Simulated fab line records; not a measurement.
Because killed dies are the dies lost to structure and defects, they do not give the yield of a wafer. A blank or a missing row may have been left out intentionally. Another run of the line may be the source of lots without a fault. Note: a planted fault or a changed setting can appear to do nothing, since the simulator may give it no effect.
fab line records -- flow sky130
[record] lots = 14, wafers = 42, last-day = 50
route steps=708 shown VT_ADJUST_HVTR@139 SONOS_TUNNEL@166 SONOS_ONO@181 POLY_GATE@229
lots untouched by any fault: they come from a run of this same line in which no faults occurred
start-h: hours from the record's opening day to when the first of the lot's shown wafers began -- wait-h: how many hours have passed since the lot's step before this one -- " unchanged from the row above -- L1.1+2: a single row standing in for several wafers -- - either no value or no given start -- * or withheld: withheld -- < > ~ a bound
route shown NAME@n: a module of which the file shows steps, and the number in the route of the first -- usual: mean/standard deviation taken from wafers without a fault -- same: alike in all rows -- chamber/n: place in a boat -- sites: each site's reading -- _std_site: how widely they spread, as a standard deviation -- _edge_site: inner sites' mean taken away from outer sites' mean -- radius-mm: how far each site lies from the wafer's centre -- mask NAME#n: copy n -- behind: tool/chamber where the wafer was last shaped -- hold: reason for holding the lot/hours on hold/outcome of the hold -- device: whichever transistor did not switch (one of n, p or np) -- end of line: at the end of the route, the tests of the same wafers -- a step without rows: its recipe alone -- killed: dies lost to structure and defects at the first sort, not the wafer's yield -- map: the dies of a wafer, with x for killed, . for not killed, _ for no die there
set.NAME: the setting the step ran with; set.NAME@STEP: the setting that earlier step ran with -- model.NAME: the simulator's own value behind a step, which no gauge read
one table for each step of the route and one row for each wafer, over a sample of lots
services: when a tool's chamber went out of use (start-h, in hours from the record's first day, below 0 if earlier), for how many hours, and the reason
[[steps]]
[step SKY_VT_ADJUST_HVTR_OVL_MEAS_08]
[usual] VT_ADJUST_HVTR_OVL = 0.1/1.2
lot.wafer,tool,chamber,start-h,wait-h,VT_ADJUST_HVTR_OVL[nm]
L316.1,overlay-02,-,205.09,0.1,1.9
L316.5,overlay-02,-,205.09,0.1,-0.1
L316.6,overlay-02,-,205.09,0.1,2.6
L317.3,overlay-02,-,214.95,0.1,-0.7
L317.4,overlay-02,-,214.95,0.1,-0.4
L317.6,overlay-02,-,214.95,0.1,-1.1
L319.4,overlay-01,-,229.85,0.1,0.9
L319.5,overlay-01,-,229.85,0.1,-0.6
L319.6,overlay-01,-,229.85,0.1,1.7
L320.1,overlay-02,-,231.24,0.1,-0.3
L320.2,overlay-02,-,231.24,0.1,1.1
L320.6,overlay-02,-,231.24,0.1,-0.7
L327.2,overlay-01,-,288.14,0.1,0.3
L327.3,overlay-01,-,288.14,0.1,0.8
L327.4,overlay-01,-,288.14,0.1,0.3
L328.1,overlay-01,-,292.99,0.1,1.5
L328.5,overlay-01,-,292.99,0.1,2.2
L328.6,overlay-01,-,292.99,0.1,-0.5
L330.2,overlay-01,-,310.44,0.1,-1.5
L330.4,overlay-01,-,310.44,0.1,-0.2
L330.5,overlay-01,-,310.44,0.1,0.6
L331.1,overlay-02,-,314.29,0.1,-0.2
L331.3,overlay-02,-,314.29,0.1,-0.7
L331.5,overlay-02,-,314.29,0.1,-0.2
L332.1,overlay-02,-,324.39,0.1,0.3
L332.3,overlay-02,-,324.39,0.1,1.2
L332.6,overlay-02,-,324.39,0.1,1.0
L333.2,overlay-02,-,328.44,0.1,1.1
L333.3,overlay-02,-,328.44,0.1,1.4
L333.6,overlay-02,-,328.44,0.1,0.3
L334.2,overlay-01,-,339.05,0.1,1.1
L334.5,overlay-01,-,339.05,0.1,-0.6
L334.6,overlay-01,-,339.05,0.1,0.1
L335.2,overlay-02,-,350.85,0.1,1.9
L335.3,overlay-02,-,350.85,0.1,0.7
L335.5,overlay-02,-,350.85,0.1,1.5
L337.1,overlay-01,-,359.29,0.1,1.9
L337.2,overlay-01,-,359.29,0.1,0.6
L337.4,overlay-01,-,359.29,0.1,0.0
L338.2,overlay-02,-,370.24,0.1,0.7
L338.3,overlay-02,-,370.24,0.1,-0.9
L338.4,overlay-02,-,370.24,0.1,1.8
[step SKY_SONOS_TUNNEL_TW_MEAS_12]
[usual] SONOS_TUNNEL_TW = 198.2/1.6
lot.wafer,tool,chamber,start-h,wait-h,SONOS_TUNNEL_TW
L316.1,film-metro-02,-,250.03,0.0,197.2
L316.5,film-metro-02,-,250.03,0.0,197.1
L316.6,film-metro-02,-,250.03,0.0,196.8
L317.3,film-metro-04,-,261.09,0.0,199.0
L317.4,film-metro-04,-,261.09,0.0,199.5
L317.6,film-metro-04,-,261.09,0.0,198.1
L319.4,film-metro-04,-,276.51,0.0,201.7
L319.5,film-metro-04,-,276.51,0.0,200.7
L319.6,film-metro-04,-,276.51,0.0,201.0
L320.1,film-metro-04,-,278.60,0.0,201.1
L320.2,film-metro-04,-,278.60,0.0,200.2
L320.6,film-metro-04,-,278.60,0.0,200.5
L327.2,film-metro-04,-,340.06,0.0,200.0
L327.3,film-metro-04,-,340.06,0.0,199.2
L327.4,film-metro-04,-,340.06,0.0,201.1
L328.1,film-metro-02,-,345.27,0.0,198.1
L328.5,film-metro-02,-,345.27,0.0,199.4
L328.6,film-metro-02,-,345.27,0.0,197.7
L330.2,film-metro-02,-,364.66,0.0,197.3
L330.4,film-metro-02,-,364.66,0.0,196.9
L330.5,film-metro-02,-,364.66,0.0,197.2
L331.1,film-metro-02,-,369.42,0.0,195.9
L331.3,film-metro-02,-,369.42,0.0,196.3
L331.5,film-metro-02,-,369.42,0.0,196.1
L332.1,film-metro-03,-,379.32,0.0,198.3
L332.3,film-metro-03,-,379.32,0.0,198.7
L332.6,film-metro-03,-,379.32,0.0,198.5
L333.2,film-metro-04,-,384.14,0.0,199.0
L333.3,film-metro-04,-,384.14,0.0,198.9
L333.6,film-metro-04,-,384.14,0.0,200.4
L334.2,film-metro-03,-,396.34,0.0,197.8
L334.5,film-metro-03,-,396.34,0.0,197.2
L334.6,film-metro-03,-,396.34,0.0,197.6
L335.2,film-metro-03,-,408.76,0.0,196.9
L335.3,film-metro-03,-,408.76,0.0,197.7
L335.5,film-metro-03,-,408.76,0.0,197.5
L337.1,film-metro-03,-,417.60,0.0,198.4
L337.2,film-metro-03,-,417.60,0.0,196.6
L337.4,film-metro-03,-,417.60,0.0,197.3
L338.2,film-metro-02,-,429.61,0.0,196.5
L338.3,film-metro-02,-,429.61,0.0,196.4
L338.4,film-metro-02,-,429.61,0.0,195.4
[step SKY_SONOS_ONO_CD_MEAS_13]
[recipe] target-cd-nm = 410
[usual] cd-nm = 410.0/2.1
lot.wafer,tool,chamber,start-h,wait-h,cd-nm
L316.1,cd-sem-02,-,277.81,0.1,408.6
L316.5,cd-sem-02,-,277.81,0.1,408.4
L316.6,cd-sem-02,-,277.81,0.1,408.9
L317.3,cd-sem-01,-,290.96,0.1,410.7
L317.4,cd-sem-01,-,290.96,0.1,409.8
L317.6,cd-sem-01,-,290.96,0.1,409.4
L319.4,cd-sem-02,-,307.42,0.1,407.9
L319.5,cd-sem-02,-,307.42,0.1,407.6
L319.6,cd-sem-02,-,307.42,0.1,409.3
L320.1,cd-sem-02,-,310.61,0.1,413.8
L320.2,cd-sem-02,-,310.61,0.1,412.1
L320.6,cd-sem-02,-,310.61,0.1,413.0
L327.2,cd-sem-02,-,375.19,0.1,412.7
L327.3,cd-sem-02,-,375.19,0.1,411.3
L327.4,cd-sem-02,-,375.19,0.1,413.1
L328.1,cd-sem-02,-,381.46,0.1,410.0
L328.5,cd-sem-02,-,381.46,0.1,411.8
L328.6,cd-sem-02,-,381.46,0.1,411.5
L330.2,cd-sem-02,-,397.73,0.1,410.4
L330.4,cd-sem-02,-,397.73,0.1,412.8
L330.5,cd-sem-02,-,397.73,0.1,412.5
L331.1,cd-sem-01,-,403.23,0.2,411.3
L331.3,cd-sem-01,-,403.23,0.2,412.7
L331.5,cd-sem-01,-,403.23,0.2,413.1
L332.1,cd-sem-02,-,412.41,0.1,406.7
L332.3,cd-sem-02,-,412.41,0.1,408.6
L332.6,cd-sem-02,-,412.41,0.1,406.5
L333.2,cd-sem-02,-,419.28,0.1,411.3
L333.3,cd-sem-02,-,419.28,0.1,409.7
L333.6,cd-sem-02,-,419.28,0.1,412.3
L334.2,cd-sem-01,-,430.14,0.1,409.6
L334.5,cd-sem-01,-,430.14,0.1,408.7
L334.6,cd-sem-01,-,430.14,0.1,408.4
L335.2,cd-sem-02,-,446.10,0.1,406.2
L335.3,cd-sem-02,-,446.10,0.1,407.9
L335.5,cd-sem-02,-,446.10,0.1,408.1
L337.1,cd-sem-01,-,453.43,0.1,413.4
L337.2,cd-sem-01,-,453.43,0.1,412.3
L337.4,cd-sem-01,-,453.43,0.1,413.6
L338.2,cd-sem-01,-,465.24,0.1,407.2
L338.3,cd-sem-01,-,465.24,0.1,410.6
L338.4,cd-sem-01,-,465.24,0.1,408.8
[step SKY_POLY_GATE_ETCH_15]
[recipe] chemistry = N2/H2, target = BARC, ion-energy-ev = 200, source-w = 500, bias-w = 100, pressure-mtorr = 30, n2-flow-sccm = 100, h2-flow-sccm = 200, stop-on = SiO2, time-s = 118.5, target-depth-a = 1100
[usual] bias-w = 100.0/0.31, chamber-pressure-mTorr = 30.00/0.03, drypump-motor-current-A = 5.8/0.37, oes-product-au = 0.716/0.0044, throttle-valve-pct = 13.212/0.0097
lot.wafer,tool,chamber,start-h,wait-h,bias-w,chamber-pressure-mTorr,drypump-motor-current-A,oes-product-au,rf-hours-counter-h,throttle-valve-pct
L316.1,rie-diel-02,3,361.87,0.0,99.6,30.03,5.6,0.711,12,13.230
L316.5,rie-diel-02,3,361.87,0.0,99.9,30.01,5.6,0.716,-,13.223
L316.6,rie-diel-02,2,361.87,0.0,100.1,29.97,6.2,0.720,-,13.220
L317.3,rie-diel-04,0,378.86,0.0,100.6,29.99,6.0,0.713,6,13.226
L317.4,rie-diel-04,3,378.86,0.0,100.2,30.02,5.2,0.716,3,13.229
L317.6,rie-diel-04,2,378.86,0.0,100.1,29.98,5.6,0.720,-,13.218
L319.4,rie-diel-04,2,401.36,0.0,-,-,-,-,-,-
L319.5,rie-diel-04,3,401.36,0.0,-,-,-,-,-,-
L319.6,rie-diel-04,2,401.36,0.0,-,-,-,-,-,-
L320.1,rie-diel-03,2,404.52,0.0,-,-,-,-,-,-
L320.2,rie-diel-03,1,404.52,0.0,-,-,-,-,-,-
L320.6,rie-diel-03,3,404.52,0.0,-,-,-,-,-,-
L327.2,rie-diel-04,3,474.01,0.0,99.9,30.01,5.1,0.714,5,13.216
L327.3,rie-diel-04,0,474.01,0.0,99.5,29.99,6.1,0.711,8,13.198
L327.4,rie-diel-04,1,474.01,0.0,99.9,30.11,5.7,0.719,72,13.210
L328.1,rie-diel-02,3,478.56,0.0,99.9,30.00,5.7,0.716,14,13.200
L328.5,rie-diel-02,3,478.56,0.0,100.0,30.04,5.6,0.716,-,13.204
L328.6,rie-diel-02,0,478.56,0.0,99.7,29.95,5.6,0.723,-,13.218
L330.2,rie-diel-03,3,497.01,0.0,99.1,29.99,6.3,0.714,90,13.227
L330.4,rie-diel-03,1,497.01,0.0,100.1,30.01,5.8,0.717,39,13.215
L330.5,rie-diel-03,2,497.01,0.0,100.1,30.01,6.4,0.718,-,13.213
L331.1,rie-diel-04,3,501.84,0.0,100.0,29.99,5.1,0.720,6,13.224
L331.3,rie-diel-04,1,501.84,0.0,99.5,29.97,5.7,0.718,72,13.205
L331.5,rie-diel-04,2,501.84,0.0,100.0,30.01,5.6,0.714,-,13.209
L332.1,rie-diel-02,0,511.64,0.0,99.5,29.95,5.6,0.710,34,13.218
L332.3,rie-diel-02,2,511.64,0.0,100.0,29.98,6.2,0.716,9,13.218
L332.6,rie-diel-02,0,511.64,0.0,100.2,30.05,5.6,0.720,-,13.216
L333.2,rie-diel-04,2,519.41,0.0,99.6,29.98,5.6,0.715,6,13.224
L333.3,rie-diel-04,3,519.41,0.0,100.0,29.98,5.1,0.714,6,13.197
L333.6,rie-diel-04,2,519.41,0.0,99.7,29.99,5.7,0.719,-,13.220
L334.2,rie-diel-02,0,534.36,0.0,99.5,29.97,5.6,0.709,35,13.219
L334.5,rie-diel-02,0,534.36,0.0,100.1,30.02,5.6,0.714,-,13.197
L334.6,rie-diel-02,2,534.36,0.0,99.4,30.06,6.2,0.716,-,13.210
L335.2,rie-diel-03,1,545.47,0.0,100.0,30.01,5.9,0.721,40,13.224
L335.3,rie-diel-03,0,545.47,0.0,99.7,30.04,5.8,0.722,3,13.219
L335.5,rie-diel-03,2,545.47,0.0,99.9,30.05,6.4,0.716,-,13.212
L337.1,rie-diel-04,1,553.56,0.0,100.1,30.03,5.7,0.723,73,13.202
L337.2,rie-diel-04,3,553.56,0.0,100.1,30.00,5.1,0.716,7,13.215
L337.4,rie-diel-04,0,553.56,0.0,100.4,30.00,6.1,0.716,9,13.204
L338.2,rie-diel-04,3,563.91,0.0,100.0,30.05,5.1,0.713,7,13.204
L338.3,rie-diel-04,1,563.91,0.0,100.6,30.03,5.7,0.719,73,13.191
L338.4,rie-diel-04,2,563.91,0.0,100.1,29.96,5.7,0.720,6,13.209
[step SKY_POLY_GATE_ETCH_16]
[recipe] stop-on = poly-Si, chemistry = CH3F/O2, target = Si3N4, source-w = 400, bias-w = 80, pressure-mtorr = 25, ch3f-flow-sccm = 40, O2_flow_sccm = 30, time-s = 147.5, target-depth-a = 750
[usual] O2_flow_sccm = 29.98/0.087, bias-w = 80.03/0.22, drypump-motor-current-A = 5.8/0.37, oes-product-au = 0.641/0.0052, throttle-valve-pct = 10.535/0.0093
lot.wafer,tool,chamber,start-h,wait-h,O2_flow_sccm,bias-w,drypump-motor-current-A,oes-product-au,rf-hours-counter-h,throttle-valve-pct
L316.1,rie-diel-02,3,361.95,0.0,29.88,79.91,5.7,0.642,12,10.517
L316.5,rie-diel-02,3,361.95,0.0,30.06,80.40,5.6,0.639,-,10.543
L316.6,rie-diel-02,2,361.95,0.0,30.00,80.31,6.1,0.641,-,10.536
L317.3,rie-diel-04,0,378.95,0.0,29.92,80.14,6.0,0.642,6,10.528
L317.4,rie-diel-04,3,378.95,0.0,30.00,80.19,5.1,0.626,3,10.539
L317.6,rie-diel-04,2,378.95,0.0,29.87,79.97,5.7,0.642,-,10.538
L319.4,rie-diel-04,2,401.45,0.0,29.84,80.19,5.7,0.383,3,10.497
L319.5,rie-diel-04,3,401.45,0.0,29.78,79.95,5.1,0.381,-,10.499
L319.6,rie-diel-04,2,401.45,0.0,29.92,80.02,5.7,0.376,-,10.507
L320.1,rie-diel-03,2,404.60,0.0,29.87,80.17,6.4,0.375,1,10.509
L320.2,rie-diel-03,1,404.60,0.0,29.96,79.94,5.8,0.378,37,10.492
L320.6,rie-diel-03,3,404.60,0.0,30.10,80.28,6.4,0.372,-,10.493
L327.2,rie-diel-04,3,474.10,0.0,30.00,80.06,5.1,0.633,5,10.526
L327.3,rie-diel-04,0,474.10,0.0,29.96,80.08,6.1,0.636,8,10.540
L327.4,rie-diel-04,1,474.10,0.0,30.01,80.06,5.8,0.634,72,10.528
L328.1,rie-diel-02,3,478.65,0.0,29.73,79.72,5.7,0.647,14,10.528
L328.5,rie-diel-02,3,478.65,0.0,29.76,79.87,5.6,0.638,-,10.538
L328.6,rie-diel-02,0,478.65,0.0,29.95,79.80,5.6,0.639,-,10.515
L330.2,rie-diel-03,3,497.10,0.0,29.90,80.17,6.4,0.639,90,10.560
L330.4,rie-diel-03,1,497.10,0.0,29.93,80.19,5.8,0.635,39,10.526
L330.5,rie-diel-03,2,497.10,0.0,30.02,79.69,6.3,0.638,-,10.534
L331.1,rie-diel-04,3,501.92,0.0,30.01,80.34,5.1,0.644,6,10.560
L331.3,rie-diel-04,1,501.92,0.0,29.91,79.96,5.7,0.640,72,10.542
L331.5,rie-diel-04,2,501.92,0.0,29.95,80.15,5.7,0.639,-,10.537
L332.1,rie-diel-02,0,511.72,0.0,29.91,80.38,5.6,0.639,34,10.536
L332.3,rie-diel-02,2,511.72,0.0,29.98,79.92,6.2,0.633,9,10.537
L332.6,rie-diel-02,0,511.72,0.0,29.95,80.07,5.6,0.640,-,10.542
L333.2,rie-diel-04,2,519.50,0.0,29.87,80.25,5.7,0.642,6,10.533
L333.3,rie-diel-04,3,519.50,0.0,29.99,79.96,5.1,0.635,6,10.535
L333.6,rie-diel-04,2,519.50,0.0,29.88,80.19,5.7,0.641,-,10.529
L334.2,rie-diel-02,0,534.45,0.0,29.99,79.98,5.6,0.644,35,10.542
L334.5,rie-diel-02,0,534.45,0.0,29.98,79.87,5.6,0.647,-,10.548
L334.6,rie-diel-02,2,534.45,0.0,29.94,80.67,6.2,0.641,-,10.535
L335.2,rie-diel-03,1,545.55,0.0,29.96,79.79,5.8,0.646,40,10.524
L335.3,rie-diel-03,0,545.55,0.0,29.92,80.14,5.8,0.639,3,10.521
L335.5,rie-diel-03,2,545.55,0.0,29.88,80.09,6.4,0.641,-,10.516
L337.1,rie-diel-04,1,553.65,0.0,29.92,80.05,5.7,0.639,73,10.538
L337.2,rie-diel-04,3,553.65,0.0,30.00,79.92,5.1,0.630,7,10.525
L337.4,rie-diel-04,0,553.65,0.0,29.99,80.09,6.0,0.642,9,10.535
L338.2,rie-diel-04,3,564.00,0.0,30.02,79.90,5.2,0.645,7,10.552
L338.3,rie-diel-04,1,564.00,0.0,30.04,80.33,5.8,0.648,73,10.543
L338.4,rie-diel-04,2,564.00,0.0,30.02,80.09,5.7,0.642,7,10.536
[step SKY_POLY_GATE_ETCH_17]
[recipe] target-depth-nm = 180, stop-on = SiO2, over-etch-frac = 0.56667, chemistry = HBr/Cl2, target = poly-Si, icp-w = 400, bias-w = 100, pressure-mtorr = 10, HBr_flow_sccm = 150, Cl2_flow_sccm = 50, time-s = 70.5
[usual] HBr_flow_sccm = 150.0/0.43, bias-w = 100.0/0.3, drypump-motor-current-A = 5.8/0.48, oes-product-au = 0.984/0.0067, throttle-valve-pct = 33.685/0.0095
lot.wafer,tool,chamber,start-h,wait-h,HBr_flow_sccm,bias-w,drypump-motor-current-A,oes-product-au,rf-hours-counter-h,throttle-valve-pct
L316.1,rie-si-02,0,362.05,0.0,150.2,99.8,5.7,0.981,4,33.685
L316.5,rie-si-02,3,362.05,0.0,150.6,100.2,5.9,0.992,-,33.675
L316.6,rie-si-02,2,362.05,0.0,149.9,100.0,6.2,0.989,-,33.686
L317.3,rie-si-01,2,379.05,0.0,151.0,100.1,6.0,0.982,68,33.680
L317.4,rie-si-01,3,379.05,0.0,150.2,99.8,5.6,0.979,2,33.698
L317.6,rie-si-01,2,379.05,0.0,149.7,100.2,6.0,0.985,-,33.682
L319.4,rie-si-01,0,401.55,0.0,149.5,100.3,6.7,0.273,23,33.673
L319.5,rie-si-01,2,401.55,0.0,149.6,100.1,5.9,0.273,-,33.690
L319.6,rie-si-01,1,401.55,0.0,150.6,100.2,5.8,0.269,-,33.687
L320.1,rie-si-02,2,404.70,0.0,150.1,99.9,6.2,0.280,52,33.686
L320.2,rie-si-02,3,404.70,0.0,150.1,99.7,5.9,0.275,28,33.694
L320.6,rie-si-02,1,404.70,0.0,150.3,100.1,4.9,0.279,-,33.673
L327.2,rie-si-02,2,474.19,0.0,149.8,99.3,6.2,0.987,53,33.686
L327.3,rie-si-02,3,474.19,0.0,149.5,100.4,5.9,0.996,29,33.701
L327.4,rie-si-02,1,474.19,0.0,150.4,100.0,4.9,0.981,7,33.689
L328.1,rie-si-01,2,478.74,0.0,150.0,100.5,5.9,0.981,0,33.683
L328.5,rie-si-01,1,478.74,0.0,149.9,100.2,5.8,0.975,-,33.688
L328.6,rie-si-01,0,478.74,0.0,149.9,100.3,6.7,0.985,-,33.693
L330.2,rie-si-01,1,497.19,0.0,149.6,99.5,5.8,0.987,20,33.689
L330.4,rie-si-01,0,497.19,0.0,149.8,99.9,6.7,0.990,23,33.669
L330.5,rie-si-01,1,497.19,0.0,150.0,99.8,5.8,0.993,-,33.675
L331.1,rie-si-02,1,502.02,0.0,150.4,99.6,4.9,0.984,7,33.676
L331.3,rie-si-02,2,502.02,0.0,150.0,99.0,6.1,0.984,53,33.682
L331.5,rie-si-02,2,502.02,0.0,150.6,99.8,6.2,0.987,-,33.674
L332.1,rie-si-01,2,511.82,0.0,150.4,100.2,5.9,0.973,0,33.676
L332.3,rie-si-01,0,511.82,0.0,149.9,100.0,6.7,0.985,23,33.696
L332.6,rie-si-01,1,511.82,0.0,150.0,100.4,5.8,0.976,-,33.674
L333.2,rie-si-02,0,519.59,0.0,148.9,99.9,5.7,0.988,5,33.672
L333.3,rie-si-02,1,519.59,0.0,150.4,99.7,4.9,0.979,7,33.698
L333.6,rie-si-02,0,519.59,0.0,149.4,100.2,5.7,0.994,-,33.687
L334.2,rie-si-01,0,534.54,0.0,149.5,100.0,6.7,0.985,23,33.681
L334.5,rie-si-01,1,534.54,0.0,150.7,100.3,5.8,0.979,-,33.687
L334.6,rie-si-01,0,534.54,0.0,149.6,99.7,6.7,0.991,-,33.691
L335.2,rie-si-02,3,545.65,0.0,149.8,99.9,5.9,0.986,29,33.680
L335.3,rie-si-02,1,545.65,0.0,150.2,99.9,4.9,0.983,7,33.681
L335.5,rie-si-02,2,545.65,0.0,150.1,100.2,6.2,0.991,-,33.681
L337.1,rie-si-02,0,553.74,0.0,150.3,100.4,5.6,0.988,5,33.677
L337.2,rie-si-02,1,553.74,0.0,149.8,100.2,4.9,0.986,7,33.686
L337.4,rie-si-02,2,553.74,0.0,149.9,100.5,6.1,0.986,0,33.703
L338.2,rie-si-01,0,564.09,0.0,150.3,100.0,6.7,0.978,24,33.683
L338.3,rie-si-01,1,564.09,0.0,149.5,100.1,5.8,0.978,20,33.665
L338.4,rie-si-01,2,564.09,0.0,149.4,99.5,6.0,0.980,0,33.690
[step SKY_POLY_GATE_CD_MEAS_22]
[usual] cd-nm = 149.7/2.3
lot.wafer,tool,chamber,start-h,wait-h,cd-nm
L316.1,cd-sem-02,-,365.33,0.1,149.8
L316.5,cd-sem-02,-,365.33,0.1,152.4
L316.6,cd-sem-02,-,365.33,0.1,150.5
L317.3,cd-sem-02,-,380.62,0.1,146.0
L317.4,cd-sem-02,-,380.62,0.1,147.8
L317.6,cd-sem-02,-,380.62,0.1,146.2
L319.4,cd-sem-01,-,403.15,0.1,-
L319.5,cd-sem-01,-,403.15,0.1,-
L319.6,cd-sem-01,-,403.15,0.1,-
L320.1,cd-sem-01,-,406.42,0.1,-
L320.2,cd-sem-01,-,406.42,0.1,-
L320.6,cd-sem-01,-,406.42,0.1,-
L327.2,cd-sem-02,-,476.06,0.1,150.6
L327.3,cd-sem-02,-,476.06,0.1,148.9
L327.4,cd-sem-02,-,476.06,0.1,148.7
L328.1,cd-sem-02,-,481.54,0.1,151.1
L328.5,cd-sem-02,-,481.54,0.1,149.8
L328.6,cd-sem-02,-,481.54,0.1,149.2
L330.2,cd-sem-01,-,498.74,0.1,147.9
L330.4,cd-sem-01,-,498.74,0.1,146.5
L330.5,cd-sem-01,-,498.74,0.1,149.4
L331.1,cd-sem-01,-,504.04,0.1,149.1
L331.3,cd-sem-01,-,504.04,0.1,149.4
L331.5,cd-sem-01,-,504.04,0.1,147.8
L332.1,cd-sem-02,-,513.33,0.1,149.2
L332.3,cd-sem-02,-,513.33,0.1,146.1
L332.6,cd-sem-02,-,513.33,0.1,148.5
L333.2,cd-sem-02,-,521.14,0.1,149.4
L333.3,cd-sem-02,-,521.14,0.1,149.7
L333.6,cd-sem-02,-,521.14,0.1,147.8
L334.2,cd-sem-01,-,536.09,0.1,147.8
L334.5,cd-sem-01,-,536.09,0.1,148.3
L334.6,cd-sem-01,-,536.09,0.1,146.5
L335.2,cd-sem-02,-,547.20,0.1,150.5
L335.3,cd-sem-02,-,547.20,0.1,150.7
L335.5,cd-sem-02,-,547.20,0.1,150.7
L337.1,cd-sem-02,-,555.31,0.1,151.7
L337.2,cd-sem-02,-,555.31,0.1,151.1
L337.4,cd-sem-02,-,555.31,0.1,148.9
L338.2,cd-sem-02,-,565.64,0.1,150.6
L338.3,cd-sem-02,-,565.64,0.1,153.5
L338.4,cd-sem-02,-,565.64,0.1,152.1
[[services]]
tool,chamber,start-h,hours,kind
rie-diel-02,-,344.76,0.7,repair
rie-diel-03,2,347.77,-,clean
rie-diel-03,2,347.77,17.0,scheduled-down
rie-diel-03,2,347.77,17.0,vent-cycle
rie-diel-03,2,373.64,11.8,repair
rie-diel-03,0,389.01,-,clean
rie-diel-03,0,389.01,22.5,scheduled-down
rie-diel-03,0,389.01,22.5,vent-cycle
rie-diel-04,0,409.70,4.4,repair
rie-si-01,2,439.19,-,clean
rie-si-01,2,439.19,15.5,scheduled-down
rie-si-01,2,439.19,15.5,vent-cycle
rie-diel-02,1,502.66,117.8,repair
rie-si-02,2,509.12,-,clean
rie-si-02,2,509.12,20.2,scheduled-down
rie-si-02,2,509.12,20.2,vent-cycle
rie-diel-03,3,516.55,-,clean
rie-diel-03,3,516.55,22.0,scheduled-down
rie-diel-03,3,516.55,22.0,vent-cycle
rie-si-01,3,518.78,5.7,repair
[[key]]
[first-sign] step = SKY_POLY_GATE_ETCH_15, reading = tool-record, direction = missing
[effect] step = SKY_POLY_GATE_ETCH_16, reading = oes-product-au, direction = down, sigmas = 50, usual = 0.641, struck = 0.378
[effect] step = SKY_POLY_GATE_ETCH_17, reading = oes-product-au, direction = down, sigmas = 99+, usual = 0.984, struck = 0.275
[effect] step = SKY_POLY_GATE_CD_MEAS_22, reading = cd-nm, direction = missing
met-at SKY_POLY_GATE_ETCH_15
struck-lots L319,L320
later-rows-left-out L319.4,L319.5,L319.6,L320.1,L320.2,L320.6
sort-left-out L319.4,L319.5,L319.6,L320.1,L320.2,L320.6
tester-left-out L319,L320
not-acting-at SKY_VT_ADJUST_HVTR_OVL_MEAS_08,SKY_SONOS_TUNNEL_TW_MEAS_12,SKY_SONOS_ONO_CD_MEAS_13
onset-between 378.86 401.36
[fault] kind = skipped-step-whole, tool = rie-diel-03,rie-diel-04, chamber = -, onset-h = 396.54, steps = SKY_POLY_GATE_ETCH_15, scope = struck-lots-only
// tester-left-out: of these lots the tester's yield and bins aren't shown, on N5 and GAA mostly nor the transistor test; their killed dies are dies lost to structure and defects alone, not to doping, threshold or leakage, so they don't give the yield
// sort-left-out: the simulated sort isn't trusted on such a fault, so these wafers' sort isn't shown, and their yield isn't known
// later-rows-left-out: the simulator's readings of these wafers behind a module that went badly wrong aren't trusted and aren't shown, but for the sort
